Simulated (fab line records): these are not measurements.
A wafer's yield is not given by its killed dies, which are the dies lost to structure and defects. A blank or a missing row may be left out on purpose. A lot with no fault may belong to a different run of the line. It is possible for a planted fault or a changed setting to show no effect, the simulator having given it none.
fab line records ; flow sky130
[record] lots = 24; wafers = 72; last_day = 50
route steps=708 shown CONTACT@411 METAL1@435 VIA3@589
lots untouched by any fault: they come from a run of this same line in which no faults occurred
start_h: the number of hours between the record's first day and the start of the first shown wafer of the lot ; wait_h: hours elapsed since this lot's preceding step ; " as in the row above ; L1.1+2: a single row standing in for several wafers ; - value missing, or start not given ; * or withheld: withheld ; < > ~ a bound
route shown NAME@n: names a module that has steps shown in the file, with the first one's number in the route ; usual: mean and standard deviation over wafers with no fault ; same: alike in all rows ; chamber/n: place in a boat ; sites: the reading at each site ; _std_site: standard deviation across them ; _edge_site: mean of outer sites minus mean of inner sites ; radius_mm: how far each site lies from the wafer's centre ; mask NAME#n: copy n ; behind: the tool/chamber that last shaped the wafer ; hold: cause of the lot's hold/its duration in hours/its outcome ; device: the n, p or np transistor that did not switch ; end of line: the route-end tests of the same wafers ; for a step that has no rows: nothing shown but its recipe ; killed: count of dies lost to structure and defects at first sort (not the wafer's yield) ; map: a wafer's dies, marking killed ones x, the rest . and places with no die _
set.NAME: the setting the step ran with; set.NAME@STEP: the setting that earlier step ran with ; model.NAME: the simulator's own value behind a step, which no gauge read
route steps across a sampled set of lots; one table per step, one row per wafer
services: from which hour (start_h, from the record's first day; less than 0 if before it) a tool's chamber was out of use, for how many hours, and why
[[steps]]
[step SKY_CONTACT_BOW_MEAS_05]
[recipe] mode = bow
[usual] CONTACT_BOW = 83/6.9
lot.wafer;tool;chamber;start_h;wait_h;CONTACT_BOW[um]
L075.1;film_metro-04;-;703.31;0.2;95
L075.2;film_metro-04;-;703.31;0.2;80
L075.6;film_metro-04;-;703.31;0.2;74
L074.1;film_metro-04;-;705.25;0.1;84
L074.3;film_metro-04;-;705.25;0.1;80
L074.5;film_metro-04;-;705.25;0.1;84
L076.2;film_metro-02;-;716.51;0.3;87
L076.5;film_metro-02;-;716.51;0.3;87
L076.6;film_metro-02;-;716.51;0.3;89
L077.1;film_metro-02;-;722.45;0.2;75
L077.4;film_metro-02;-;722.45;0.2;76
L077.5;film_metro-02;-;722.45;0.2;81
L078.1;film_metro-02;-;737.54;0.2;96
L078.2;film_metro-02;-;737.54;0.2;89
L078.3;film_metro-02;-;737.54;0.2;83
L079.2;film_metro-04;-;745.35;0.3;87
L079.5;film_metro-04;-;745.35;0.3;83
L079.6;film_metro-04;-;745.35;0.3;80
L080.2;film_metro-04;-;750.16;0.3;79
L080.3;film_metro-04;-;750.16;0.3;82
L080.5;film_metro-04;-;750.16;0.3;73
L081.1;film_metro-04;-;759.60;0.2;79
L081.2;film_metro-04;-;759.60;0.2;78
L081.4;film_metro-04;-;759.60;0.2;79
L082.2;film_metro-04;-;763.88;0.2;76
L082.3;film_metro-04;-;763.88;0.2;74
L082.5;film_metro-04;-;763.88;0.2;98
L083.1;film_metro-04;-;774.49;0.1;86
L083.2;film_metro-04;-;774.49;0.1;77
L083.4;film_metro-04;-;774.49;0.1;79
L084.3;film_metro-02;-;785.89;0.3;86
L084.5;film_metro-02;-;785.89;0.3;81
L084.6;film_metro-02;-;785.89;0.3;86
L085.1;film_metro-04;-;793.70;0.1;85
L085.2;film_metro-04;-;793.70;0.1;87
L085.3;film_metro-04;-;793.70;0.1;93
L086.3;film_metro-04;-;797.57;0.2;83
L086.5;film_metro-04;-;797.57;0.2;74
L086.6;film_metro-04;-;797.57;0.2;78
L087.2;film_metro-02;-;807.08;0.3;70
L087.3;film_metro-02;-;807.08;0.3;90
L087.5;film_metro-02;-;807.08;0.3;79
L088.2;film_metro-02;-;814.25;0.2;69
L088.3;film_metro-02;-;814.25;0.2;83
L088.6;film_metro-02;-;814.25;0.2;99
L089.2;film_metro-04;-;814.66;0.3;76
L089.4;film_metro-04;-;814.66;0.3;90
L089.5;film_metro-04;-;814.66;0.3;81
L090.2;film_metro-04;-;826.67;0.3;83
L090.3;film_metro-04;-;826.67;0.3;82
L090.5;film_metro-04;-;826.67;0.3;81
L091.1;film_metro-03;-;832.70;0.1;83
L091.2;film_metro-03;-;832.70;0.1;82
L091.4;film_metro-03;-;832.70;0.1;84
L092.1;film_metro-02;-;835.92;0.1;85
L092.3;film_metro-02;-;835.92;0.1;84
L092.5;film_metro-02;-;835.92;0.1;86
L093.3;film_metro-04;-;840.15;0.2;88
L093.4;film_metro-04;-;840.15;0.2;100
L093.5;film_metro-04;-;840.15;0.2;100
L094.1;film_metro-04;-;863.40;0.2;86
L094.2;film_metro-04;-;863.40;0.2;90
L094.5;film_metro-04;-;863.40;0.2;90
L095.1;film_metro-02;-;874.11;0.2;87
L095.2;film_metro-02;-;874.11;0.2;86
L095.3;film_metro-02;-;874.11;0.2;82
L097.2;film_metro-03;-;882.42;0.2;73
L097.3;film_metro-03;-;882.42;0.2;89
L097.6;film_metro-03;-;882.42;0.2;99
L096.3;film_metro-02;-;892.03;0.2;75
L096.5;film_metro-02;-;892.03;0.2;84
L096.6;film_metro-02;-;892.03;0.2;86
[step SKY_CONTACT_CVD_24]
[recipe] material = W; target_thk_nm = 340; time_s = 102.12; temp_c = 400; pressure_torr = 40
[usual] heater_power_outer_w = 519/43; heater_power_w = 880/96
lot.wafer;tool;chamber;start_h;wait_h;heater_power_outer_w;heater_power_w
L075.1;cvd_w-01;1;730.97;0.0;555;984
L075.2;cvd_w-01;0;730.97;0.0;504;825
L075.6;cvd_w-01;0;730.97;0.0;503;826
L074.1;cvd_w-01;1;733.25;0.0;561;990
L074.3;cvd_w-01;0;733.25;0.0;497;814
L074.5;cvd_w-01;1;733.25;0.0;568;991
L076.2;cvd_w-02;0;744.83;0.0;548;915
L076.5;cvd_w-02;1;744.83;0.0;443;751
L076.6;cvd_w-02;0;744.83;0.0;548;919
L077.1;cvd_w-02;0;750.43;0.0;534;900
L077.4;cvd_w-02;0;750.43;0.0;544;923
L077.5;cvd_w-02;0;750.43;0.0;537;897
L078.1;cvd_w-01;0;766.80;0.0;501;812
L078.2;cvd_w-01;1;766.80;0.0;566;1002
L078.3;cvd_w-01;0;766.80;0.0;497;811
L079.2;cvd_w-01;0;772.49;0.0;502;830
L079.5;cvd_w-01;1;772.49;0.0;573;1026
L079.6;cvd_w-01;0;772.49;0.0;499;831
L080.2;cvd_w-01;0;777.44;0.0;511;819
L080.3;cvd_w-01;0;777.44;0.0;508;813
L080.5;cvd_w-01;1;777.44;0.0;556;995
L081.1;cvd_w-01;1;787.00;0.0;562;1019
L081.2;cvd_w-01;0;787.00;0.0;496;820
L081.4;cvd_w-01;1;787.00;0.0;591;1003
L082.2;cvd_w-01;0;791.75;0.0;505;842
L082.3;cvd_w-01;0;791.75;0.0;499;825
L082.5;cvd_w-01;1;791.75;0.0;574;1016
L083.1;cvd_w-02;1;801.80;0.0;437;753
L083.2;cvd_w-02;0;801.80;0.0;537;940
L083.4;cvd_w-02;0;801.80;0.0;548;904
L084.3;cvd_w-02;1;813.29;0.1;444;744
L084.5;cvd_w-02;1;813.29;0.1;456;760
L084.6;cvd_w-02;0;813.29;0.1;535;926
L085.1;cvd_w-01;0;821.40;0.0;503;845
L085.2;cvd_w-01;1;821.40;0.0;571;1008
L085.3;cvd_w-01;0;821.40;0.0;510;835
L086.3;cvd_w-01;1;825.31;0.1;563;996
L086.5;cvd_w-01;1;825.31;0.1;574;1015
L086.6;cvd_w-01;0;825.31;0.1;495;824
L087.2;cvd_w-01;0;833.21;0.0;511;826
L087.3;cvd_w-01;1;833.21;0.0;552;984
L087.5;cvd_w-01;1;833.21;0.0;565;1020
L088.2;cvd_w-01;1;840.98;0.0;573;1032
L088.3;cvd_w-01;0;840.98;0.0;519;813
L088.6;cvd_w-01;0;840.98;0.0;492;817
L089.2;cvd_w-02;0;841.36;0.0;548;926
L089.4;cvd_w-02;0;841.36;0.0;541;923
L089.5;cvd_w-02;0;841.36;0.0;523;911
L090.2;cvd_w-01;1;853.31;0.0;568;1001
L090.3;cvd_w-01;1;853.31;0.0;575;990
L090.5;cvd_w-01;1;853.31;0.0;569;1029
L091.1;cvd_w-01;1;859.13;0.0;574;1003
L091.2;cvd_w-01;0;859.13;0.0;515;834
L091.4;cvd_w-01;0;859.13;0.0;511;803
L092.1;cvd_w-01;0;862.78;0.0;507;838
L092.3;cvd_w-01;0;862.78;0.0;492;817
L092.5;cvd_w-01;1;862.78;0.0;563;1012
L093.3;cvd_w-02;1;866.78;0.1;444;738
L093.4;cvd_w-02;0;866.78;0.1;530;901
L093.5;cvd_w-02;1;866.78;0.1;447;729
L094.1;cvd_w-01;1;889.25;0.0;562;972
L094.2;cvd_w-01;0;889.25;0.0;495;836
L094.5;cvd_w-01;0;889.25;0.0;510;838
L095.1;cvd_w-02;0;901.28;0.0;532;954
L095.2;cvd_w-02;1;901.28;0.0;455;745
L095.3;cvd_w-02;0;901.28;0.0;539;943
L097.2;cvd_w-02;0;908.55;0.0;542;902
L097.3;cvd_w-02;1;908.55;0.0;450;710
L097.6;cvd_w-02;0;908.55;0.0;547;914
L096.3;cvd_w-01;0;918.68;0.1;460;765
L096.5;cvd_w-01;0;918.68;0.1;464;785
L096.6;cvd_w-01;1;918.68;0.1;527;889
[step SKY_METAL1_SPUTTER_01]
[recipe] material = TiN; target_thk_nm = 20; power_w = 6500; time_s = 16.7; chamber_pressure_pa = 0.4
[usual] throttle_valve_pct = 30.1/0.63
lot.wafer;tool;chamber;start_h;wait_h;throttle_valve_pct
L075.1;pvd_sputter-03;-;731.58;0.0;30.5
L075.2;pvd_sputter-03;-;731.58;0.0;29.5
L075.6;pvd_sputter-03;-;731.58;0.0;31.1
L074.1;pvd_sputter-02;-;733.98;0.0;29.0
L074.3;pvd_sputter-02;-;733.98;0.0;29.2
L074.5;pvd_sputter-02;-;733.98;0.0;29.1
L076.2;pvd_sputter-03;-;745.66;0.0;30.0
L076.5;pvd_sputter-03;-;745.66;0.0;31.0
L076.6;pvd_sputter-03;-;745.66;0.0;29.8
L077.1;pvd_sputter-03;-;751.05;0.0;30.1
L077.4;pvd_sputter-03;-;751.05;0.0;30.3
L077.5;pvd_sputter-03;-;751.05;0.0;30.4
L078.1;pvd_sputter-04;-;767.41;0.0;30.3
L078.2;pvd_sputter-04;-;767.41;0.0;30.2
L078.3;pvd_sputter-04;-;767.41;0.0;29.9
L079.2;pvd_sputter-03;-;773.10;0.0;31.4
L079.5;pvd_sputter-03;-;773.10;0.0;29.9
L079.6;pvd_sputter-03;-;773.10;0.0;29.2
L080.2;pvd_sputter-03;-;778.05;0.0;29.8
L080.3;pvd_sputter-03;-;778.05;0.0;30.0
L080.5;pvd_sputter-03;-;778.05;0.0;30.1
L081.1;pvd_sputter-03;-;787.62;0.0;30.3
L081.2;pvd_sputter-03;-;787.62;0.0;29.4
L081.4;pvd_sputter-03;-;787.62;0.0;29.8
L082.2;pvd_sputter-04;-;792.37;0.0;30.4
L082.3;pvd_sputter-04;-;792.37;0.0;30.0
L082.5;pvd_sputter-04;-;792.37;0.0;29.9
L083.1;pvd_sputter-02;-;802.41;0.0;29.1
L083.2;pvd_sputter-02;-;802.41;0.0;30.6
L083.4;pvd_sputter-02;-;802.41;0.0;29.2
L084.3;pvd_sputter-03;-;813.87;0.0;30.0
L084.5;pvd_sputter-03;-;813.87;0.0;31.2
L084.6;pvd_sputter-03;-;813.87;0.0;29.7
L085.1;pvd_sputter-02;-;822.01;0.0;29.9
L085.2;pvd_sputter-02;-;822.01;0.0;30.8
L085.3;pvd_sputter-02;-;822.01;0.0;29.2
L086.3;pvd_sputter-03;-;825.88;0.0;31.2
L086.5;pvd_sputter-03;-;825.88;0.0;31.4
L086.6;pvd_sputter-03;-;825.88;0.0;30.1
L087.2;pvd_sputter-04;-;833.82;0.0;30.4
L087.3;pvd_sputter-04;-;833.82;0.0;30.0
L087.5;pvd_sputter-04;-;833.82;0.0;29.7
L088.2;pvd_sputter-04;-;841.60;0.0;29.8
L088.3;pvd_sputter-04;-;841.60;0.0;30.4
L088.6;pvd_sputter-04;-;841.60;0.0;30.3
L089.2;pvd_sputter-03;-;841.97;0.0;31.2
L089.4;pvd_sputter-03;-;841.97;0.0;30.0
L089.5;pvd_sputter-03;-;841.97;0.0;30.4
L090.2;pvd_sputter-03;-;853.92;0.0;29.3
L090.3;pvd_sputter-03;-;853.92;0.0;31.3
L090.5;pvd_sputter-03;-;853.92;0.0;29.8
L091.1;pvd_sputter-03;-;859.75;0.0;29.3
L091.2;pvd_sputter-03;-;859.75;0.0;30.0
L091.4;pvd_sputter-03;-;859.75;0.0;30.5
L092.1;pvd_sputter-02;-;863.40;0.0;29.0
L092.3;pvd_sputter-02;-;863.40;0.0;30.4
L092.5;pvd_sputter-02;-;863.40;0.0;29.8
L093.3;pvd_sputter-03;-;867.35;0.0;30.0
L093.4;pvd_sputter-03;-;867.35;0.0;30.2
L093.5;pvd_sputter-03;-;867.35;0.0;30.9
L094.1;pvd_sputter-03;-;889.87;0.0;30.4
L094.2;pvd_sputter-03;-;889.87;0.0;29.5
L094.5;pvd_sputter-03;-;889.87;0.0;31.4
L095.1;pvd_sputter-03;-;901.91;0.0;31.3
L095.2;pvd_sputter-03;-;901.91;0.0;29.9
L095.3;pvd_sputter-03;-;901.91;0.0;30.2
L097.2;pvd_sputter-04;-;909.16;0.0;29.6
L097.3;pvd_sputter-04;-;909.16;0.0;30.4
L097.6;pvd_sputter-04;-;909.16;0.0;30.3
L096.3;pvd_sputter-03;-;919.25;0.0;30.3
L096.5;pvd_sputter-03;-;919.25;0.0;30.0
L096.6;pvd_sputter-03;-;919.25;0.0;29.3
[step SKY_METAL1_SPUTTER_03]
[recipe] material = Ti; target_thk_nm = 5; power_w = 3000; time_s = 3.3; chamber_pressure_pa = 0.4
[usual] throttle_valve_pct = 30.1/0.64
lot.wafer;tool;chamber;start_h;wait_h;throttle_valve_pct
L075.1;pvd_sputter-03;-;731.63;0.0;30.4
L075.2;pvd_sputter-03;-;731.63;0.0;29.9
L075.6;pvd_sputter-03;-;731.63;0.0;31.1
L074.1;pvd_sputter-02;-;734.03;0.0;29.3
L074.3;pvd_sputter-02;-;734.03;0.0;29.1
L074.5;pvd_sputter-02;-;734.03;0.0;29.0
L076.2;pvd_sputter-03;-;745.71;0.0;30.1
L076.5;pvd_sputter-03;-;745.71;0.0;30.9
L076.6;pvd_sputter-03;-;745.71;0.0;30.1
L077.1;pvd_sputter-03;-;751.10;0.0;30.3
L077.4;pvd_sputter-03;-;751.10;0.0;30.4
L077.5;pvd_sputter-03;-;751.10;0.0;30.0
L078.1;pvd_sputter-04;-;767.46;0.0;29.9
L078.2;pvd_sputter-04;-;767.46;0.0;30.3
L078.3;pvd_sputter-04;-;767.46;0.0;29.9
L079.2;pvd_sputter-03;-;773.15;0.0;31.4
L079.5;pvd_sputter-03;-;773.15;0.0;30.1
L079.6;pvd_sputter-03;-;773.15;0.0;29.3
L080.2;pvd_sputter-03;-;778.10;0.0;29.8
L080.3;pvd_sputter-03;-;778.10;0.0;30.2
L080.5;pvd_sputter-03;-;778.10;0.0;30.1
L081.1;pvd_sputter-03;-;787.67;0.0;30.2
L081.2;pvd_sputter-03;-;787.67;0.0;29.3
L081.4;pvd_sputter-03;-;787.67;0.0;29.9
L082.2;pvd_sputter-04;-;792.42;0.0;30.2
L082.3;pvd_sputter-04;-;792.42;0.0;30.1
L082.5;pvd_sputter-04;-;792.42;0.0;29.8
L083.1;pvd_sputter-02;-;802.46;0.0;29.1
L083.2;pvd_sputter-02;-;802.46;0.0;30.5
L083.4;pvd_sputter-02;-;802.46;0.0;29.0
L084.3;pvd_sputter-03;-;813.92;0.0;29.6
L084.5;pvd_sputter-03;-;813.92;0.0;31.2
L084.6;pvd_sputter-03;-;813.92;0.0;29.8
L085.1;pvd_sputter-02;-;822.06;0.0;29.9
L085.2;pvd_sputter-02;-;822.06;0.0;30.8
L085.3;pvd_sputter-02;-;822.06;0.0;28.9
L086.3;pvd_sputter-03;-;825.93;0.0;31.5
L086.5;pvd_sputter-03;-;825.93;0.0;31.0
L086.6;pvd_sputter-03;-;825.93;0.0;30.2
L087.2;pvd_sputter-04;-;833.87;0.0;30.5
L087.3;pvd_sputter-04;-;833.87;0.0;30.5
L087.5;pvd_sputter-04;-;833.87;0.0;29.6
L088.2;pvd_sputter-04;-;841.65;0.0;29.7
L088.3;pvd_sputter-04;-;841.65;0.0;30.6
L088.6;pvd_sputter-04;-;841.65;0.0;30.1
L089.2;pvd_sputter-03;-;842.02;0.0;31.4
L089.4;pvd_sputter-03;-;842.02;0.0;30.4
L089.5;pvd_sputter-03;-;842.02;0.0;30.2
L090.2;pvd_sputter-03;-;853.97;0.0;29.4
L090.3;pvd_sputter-03;-;853.97;0.0;31.1
L090.5;pvd_sputter-03;-;853.97;0.0;29.5
L091.1;pvd_sputter-03;-;859.80;0.0;29.4
L091.2;pvd_sputter-03;-;859.80;0.0;29.9
L091.4;pvd_sputter-03;-;859.80;0.0;30.0
L092.1;pvd_sputter-02;-;863.45;0.0;29.0
L092.3;pvd_sputter-02;-;863.45;0.0;30.6
L092.5;pvd_sputter-02;-;863.45;0.0;29.5
L093.3;pvd_sputter-03;-;867.40;0.0;30.1
L093.4;pvd_sputter-03;-;867.40;0.0;30.2
L093.5;pvd_sputter-03;-;867.40;0.0;31.0
L094.1;pvd_sputter-03;-;889.92;0.0;30.4
L094.2;pvd_sputter-03;-;889.92;0.0;29.4
L094.5;pvd_sputter-03;-;889.92;0.0;31.2
L095.1;pvd_sputter-03;-;901.96;0.0;31.4
L095.2;pvd_sputter-03;-;901.96;0.0;30.0
L095.3;pvd_sputter-03;-;901.96;0.0;30.1
L097.2;pvd_sputter-04;-;909.21;0.0;29.8
L097.3;pvd_sputter-04;-;909.21;0.0;30.3
L097.6;pvd_sputter-04;-;909.21;0.0;30.2
L096.3;pvd_sputter-03;-;919.30;0.0;30.3
L096.5;pvd_sputter-03;-;919.30;0.0;30.3
L096.6;pvd_sputter-03;-;919.30;0.0;29.2
[step SKY_VIA3_STRIP_16]
[recipe] chemistry = O2/N2; power_w = 1400; pressure_mtorr = 1500; platen_temp_c = withheld; o2_flow_sccm = 3000; n2_flow_sccm = 300; overash_fraction = 0.5
[usual] drypump_motor_current_A = 5.86/0.19; oes_product_au = 0.403/0.0048; strip_time_to_endpoint_s = 4.138/0.029
lot.wafer;tool;chamber;start_h;wait_h;drypump_motor_current_A;oes_product_au;rf_hours_counter_h;strip_time_to_endpoint_s
L075.1;plasma_asher-02;1;923.07;0.0;5.90;0.401;17;4.178
L075.2;plasma_asher-02;0;923.07;0.0;5.69;0.411;17;4.129
L075.6;plasma_asher-02;1;923.07;0.0;5.90;0.406;-;4.090
L074.1;plasma_asher-02;0;925.72;0.0;5.69;0.393;18;4.114
L074.3;plasma_asher-02;0;925.72;0.0;5.67;0.408;-;4.171
L074.5;plasma_asher-02;1;925.72;0.0;5.89;0.399;-;4.149
L076.2;plasma_asher-03;0;934.63;0.0;5.61;0.398;116;4.162
L076.5;plasma_asher-03;1;934.63;0.0;6.24;0.404;-;4.134
L076.6;plasma_asher-03;0;934.63;0.0;5.63;0.400;-;4.163
L077.1;plasma_asher-02;1;940.11;0.0;5.88;0.406;19;4.145
L077.4;plasma_asher-02;0;940.11;0.0;5.69;0.402;-;4.118
L077.5;plasma_asher-02;0;940.11;0.0;5.69;0.398;-;4.155
L078.1;plasma_asher-04;1;958.17;0.0;5.93;0.413;83;4.190
L078.2;plasma_asher-04;0;958.17;0.0;5.93;0.401;83;4.186
L078.3;plasma_asher-04;1;958.17;0.0;5.91;0.404;-;4.126
L079.2;plasma_asher-02;0;960.42;0.0;5.69;0.405;21;4.108
L079.5;plasma_asher-02;0;960.42;0.0;5.71;0.408;-;4.097
L079.6;plasma_asher-02;1;960.42;0.0;5.90;0.409;-;4.172
L080.2;plasma_asher-02;0;964.82;0.0;5.71;0.403;22;4.110
L080.3;plasma_asher-02;1;964.82;0.0;5.88;0.403;-;4.132
L080.5;plasma_asher-02;1;964.82;0.0;5.90;0.401;-;4.119
L081.1;plasma_asher-02;0;975.77;0.0;5.68;0.396;22;4.157
L081.2;plasma_asher-02;1;975.77;0.0;5.88;0.406;22;4.174
L081.4;plasma_asher-02;0;975.77;0.0;5.68;0.404;-;4.140
L082.2;plasma_asher-04;1;979.58;0.0;5.93;0.404;85;4.103
L082.3;plasma_asher-04;0;979.58;0.0;5.93;0.399;-;4.097
L082.5;plasma_asher-04;0;979.58;0.0;5.94;0.404;-;4.112
L083.1;plasma_asher-03;1;989.21;0.0;6.25;0.405;122;4.151
L083.2;plasma_asher-03;0;989.21;0.0;5.62;0.394;122;4.133
L083.4;plasma_asher-03;0;989.21;0.0;5.61;0.400;-;4.125
L084.3;plasma_asher-04;0;998.39;0.1;5.95;0.396;-;4.170
L084.5;plasma_asher-04;0;998.39;0.1;5.95;0.395;-;4.095
L084.6;plasma_asher-04;1;998.39;0.1;5.94;0.397;-;4.170
L085.1;plasma_asher-03;0;1007.22;0.0;5.62;0.409;124;4.102
L085.2;plasma_asher-03;1;1007.22;0.0;6.25;0.397;124;4.125
L085.3;plasma_asher-03;1;1007.22;0.0;6.25;0.403;-;4.112
L086.3;plasma_asher-03;0;1009.25;0.1;5.59;0.405;-;4.108
L086.5;plasma_asher-03;0;1009.25;0.1;5.62;0.400;-;4.087
L086.6;plasma_asher-03;1;1009.25;0.1;6.25;0.392;-;4.113
L087.2;plasma_asher-02;1;1015.47;0.0;5.90;0.405;27;4.167
L087.3;plasma_asher-02;1;1015.47;0.0;5.93;0.403;-;4.123
L087.5;plasma_asher-02;1;1015.47;0.0;5.91;0.394;-;4.176
L088.2;plasma_asher-03;1;1022.23;0.0;6.25;0.404;126;4.192
L088.3;plasma_asher-03;1;1022.23;0.0;6.27;0.403;-;4.153
L088.6;plasma_asher-03;1;1022.23;0.0;6.25;0.404;-;4.193
L089.2;plasma_asher-04;1;1024.13;0.0;5.92;0.399;88;4.126
L089.4;plasma_asher-04;1;1024.13;0.0;5.92;0.407;-;4.145
L089.5;plasma_asher-04;0;1024.13;0.0;5.93;0.404;-;4.138
L090.2;plasma_asher-02;0;1033.37;0.0;5.66;0.403;29;4.157
L090.3;plasma_asher-02;0;1033.37;0.0;5.68;0.404;-;4.169
L090.5;plasma_asher-02;0;1033.37;0.0;5.67;0.399;-;4.139
L091.1;plasma_asher-04;1;1038.42;0.0;5.92;0.405;89;4.162
L091.2;plasma_asher-04;0;1038.42;0.0;5.93;0.398;89;4.104
L091.4;plasma_asher-04;1;1038.42;0.0;5.94;0.412;-;4.139
L092.1;plasma_asher-02;1;1040.87;0.0;5.90;0.398;29;4.117
L092.3;plasma_asher-02;0;1040.87;0.0;5.68;0.401;-;4.122
L092.5;plasma_asher-02;1;1040.87;0.0;5.90;0.396;-;4.124
L093.3;plasma_asher-04;0;1044.82;0.1;5.92;0.400;-;4.155
L093.4;plasma_asher-04;1;1044.82;0.1;5.89;0.402;-;4.155
L093.5;plasma_asher-04;0;1044.82;0.1;5.95;0.404;-;4.163
L094.1;plasma_asher-04;0;1064.58;0.0;5.92;0.400;92;4.135
L094.2;plasma_asher-04;1;1064.58;0.0;5.93;0.395;92;4.055
L094.5;plasma_asher-04;0;1064.58;0.0;5.93;0.401;-;4.132
L095.1;plasma_asher-02;0;1076.91;0.0;5.67;0.402;33;4.128
L095.2;plasma_asher-02;1;1076.91;0.0;5.92;0.400;33;4.147
L095.3;plasma_asher-02;0;1076.91;0.0;5.70;0.399;-;4.143
L097.2;plasma_asher-03;0;1081.63;0.0;5.62;0.402;2;4.184
L097.3;plasma_asher-03;0;1081.63;0.0;5.62;0.407;-;4.167
L097.6;plasma_asher-03;1;1081.63;0.0;6.25;0.401;-;4.127
L096.3;plasma_asher-02;0;1088.05;0.1;5.68;0.401;-;4.134
L096.5;plasma_asher-02;0;1088.05;0.1;5.67;0.397;-;4.114
L096.6;plasma_asher-02;1;1088.05;0.1;5.91;0.414;-;4.131
[step SKY_VIA3_CVD_21]
[recipe] material = W; target_thk_nm = 390; time_s = 117.31; temp_c = 400; pressure_torr = 40
[usual] heater_power_outer_w = 495/40; heater_power_w = 835/77
lot.wafer;tool;chamber;start_h;wait_h;heater_power_outer_w;heater_power_w
L075.1;cvd_w-01;0;923.72;0.0;466;767
L075.2;cvd_w-01;1;923.72;0.0;532;856
L075.6;cvd_w-01;1;923.72;0.0;532;896
L074.1;cvd_w-01;0;926.38;0.0;461;767
L074.3;cvd_w-01;0;926.38;0.0;469;752
L074.5;cvd_w-01;1;926.38;0.0;523;861
L076.2;cvd_w-02;0;935.36;0.0;547;931
L076.5;cvd_w-02;0;935.36;0.0;539;922
L076.6;cvd_w-02;1;935.36;0.0;448;765
L077.1;cvd_w-02;1;940.79;0.0;443;738
L077.4;cvd_w-02;0;940.79;0.0;537;890
L077.5;cvd_w-02;1;940.79;0.0;448;733
L078.1;cvd_w-02;1;958.91;0.0;451;753
L078.2;cvd_w-02;0;958.91;0.0;530;913
L078.3;cvd_w-02;0;958.91;0.0;541;920
L079.2;cvd_w-02;0;961.12;0.0;535;920
L079.5;cvd_w-02;0;961.12;0.0;547;926
L079.6;cvd_w-02;1;961.12;0.0;439;739
L080.2;cvd_w-02;1;965.51;0.0;435;729
L080.3;cvd_w-02;1;965.51;0.0;450;733
L080.5;cvd_w-02;1;965.51;0.0;439;729
L081.1;cvd_w-01;1;976.47;0.0;520;893
L081.2;cvd_w-01;0;976.47;0.0;469;772
L081.4;cvd_w-01;0;976.47;0.0;464;786
L082.2;cvd_w-01;1;980.28;0.0;530;922
L082.3;cvd_w-01;0;980.28;0.0;448;780
L082.5;cvd_w-01;0;980.28;0.0;450;770
L083.1;cvd_w-01;0;989.94;0.0;459;780
L083.2;cvd_w-01;1;989.94;0.0;536;890
L083.4;cvd_w-01;1;989.94;0.0;513;895
L084.3;cvd_w-01;0;999.06;0.1;464;776
L084.5;cvd_w-01;0;999.06;0.1;458;784
L084.6;cvd_w-01;1;999.06;0.1;532;896
L085.1;cvd_w-02;1;1007.98;0.0;439;732
L085.2;cvd_w-02;0;1007.98;0.0;545;962
L085.3;cvd_w-02;1;1007.98;0.0;442;738
L086.3;cvd_w-01;0;1009.98;0.1;469;771
L086.5;cvd_w-01;1;1009.98;0.1;530;907
L086.6;cvd_w-01;0;1009.98;0.1;461;760
L087.2;cvd_w-01;1;1016.13;0.0;517;907
L087.3;cvd_w-01;0;1016.13;0.0;462;778
L087.5;cvd_w-01;1;1016.13;0.0;538;890
L088.2;cvd_w-01;1;1022.89;0.0;525;892
L088.3;cvd_w-01;1;1022.89;0.0;517;881
L088.6;cvd_w-01;1;1022.89;0.0;517;914
L089.2;cvd_w-01;1;1024.79;0.0;519;906
L089.4;cvd_w-01;1;1024.79;0.0;524;890
L089.5;cvd_w-01;0;1024.79;0.0;463;774
L090.2;cvd_w-01;1;1034.19;0.1;530;908
L090.3;cvd_w-01;1;1034.19;0.1;520;904
L090.5;cvd_w-01;1;1034.19;0.1;519;871
L091.1;cvd_w-02;1;1039.12;0.0;454;753
L091.2;cvd_w-02;0;1039.12;0.0;556;923
L091.4;cvd_w-02;1;1039.12;0.0;444;738
L092.1;cvd_w-01;0;1041.87;0.0;468;775
L092.3;cvd_w-01;1;1041.87;0.0;521;915
L092.5;cvd_w-01;1;1041.87;0.0;514;915
L093.3;cvd_w-02;0;1045.49;0.1;542;944
L093.4;cvd_w-02;1;1045.49;0.1;456;732
L093.5;cvd_w-02;1;1045.49;0.1;445;759
L094.1;cvd_w-01;0;1065.24;0.0;459;765
L094.2;cvd_w-01;1;1065.24;0.0;535;905
L094.5;cvd_w-01;0;1065.24;0.0;468;775
L095.1;cvd_w-02;0;1077.73;0.0;541;924
L095.2;cvd_w-02;1;1077.73;0.0;450;740
L095.3;cvd_w-02;1;1077.73;0.0;438;730
L097.2;cvd_w-02;1;1082.35;0.0;441;755
L097.3;cvd_w-02;0;1082.35;0.0;547;929
L097.6;cvd_w-02;0;1082.35;0.0;545;903
L096.3;cvd_w-01;0;1089.22;0.1;460;780
L096.5;cvd_w-01;0;1089.22;0.1;471;771
L096.6;cvd_w-01;1;1089.22;0.1;535;894
[[services]]
tool;chamber;start_h;hours;kind
pvd_sputter-04;-;733.54;5.0;repair
plasma_asher-02;-;733.75;9.0;pm
plasma_asher-04;-;771.42;4.5;repair
pvd_sputter-03;0;816.48;-;consumable_replace:kit
pvd_sputter-03;0;816.48;18.0;scheduled_down
pvd_sputter-03;0;816.48;18.0;vent_cycle
plasma_asher-02;-;882.94;11.7;repair
pvd_sputter-03;-;887.45;2.3;repair
plasma_asher-02;-;892.36;1.6;repair
cvd_w-01;-;904.00;14.0;pm
cvd_w-01;0;904.00;14.0;vent_cycle
pvd_sputter-02;-;904.63;8.7;repair
plasma_asher-04;-;908.12;2.8;pm
cvd_w-02;-;935.85;2.8;pm
pvd_sputter-04;-;953.86;1.9;repair
cvd_w-01;1;986.40;3.2;repair
plasma_asher-04;-;1002.08;1.7;repair
plasma_asher-04;-;1003.76;15.6;pm
pvd_sputter-04;-;1006.84;6.4;repair
plasma_asher-03;-;1026.14;1.6;repair
plasma_asher-03;-;1027.72;2.8;pm
cvd_w-01;0;1033.76;5.6;repair
plasma_asher-03;-;1055.25;9.0;pm
plasma_asher-03;-;1059.56;2.2;repair
[[key]]
fault none
